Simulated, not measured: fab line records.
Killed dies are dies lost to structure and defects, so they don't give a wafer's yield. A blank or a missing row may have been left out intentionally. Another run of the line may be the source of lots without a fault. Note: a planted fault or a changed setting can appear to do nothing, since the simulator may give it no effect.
Chamber matching ; flow sky130 ; 4 sister chambers for SKY_CONTACT_ETCH_17 on rieDiel-02
The step etches SiO2 in C4F8/O2/Ar, stops on Si3N4, target depth 340 nm. 4 wafers are shown with their chamber, then 7 later ones without.

EACH WAFER AND ITS CHAMBER
wafer;chamber;oesProductAu (a.u.)
L560.5;1;0.883
L564.3;0;0.886
L564.6;2;0.882
L569.4;3;0.881

WAFERS MISSING THEIR CHAMBER
wafer;oesProductAu (a.u.)
L569.5;0.879
L570.1;0.882
L570.2;0.888
L570.5;0.887
L571.1;0.879
L571.3;0.887
L571.5;0.884

EACH ONE'S CHAMBER
wafer;from the rows above;in truth
L569.5;can't be placed: 3 or 2 or 1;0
L570.1;can't be placed: 2 or 1 or 3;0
L570.2;0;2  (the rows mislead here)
L570.5;0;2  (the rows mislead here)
L571.1;can't be placed: 3 or 2 or 1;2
L571.3;0;0
L571.5;can't be placed: 1 or 0 or 2 or 3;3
Correct placement for 1 of the 7. Not placeable from these rows: 4 (in 2, the candidates include the true chamber). Number placed wrongly: 2.
How it was worked out, from the rows above alone: a wafer's distance from a chamber is the root of the sum, over the readings, of the square of ((its reading less the chamber's mean) divided by the reading's scatter). The wafer belongs to the nearest chamber; if the next one is less than 2 further off, it can't be placed. For every chamber, the mean is computed from those of its wafers that are shown. The scatter (one wafer shown for each chamber): square how far every hidden wafer sits from the nearest shown wafer, average those squares and take the square root.
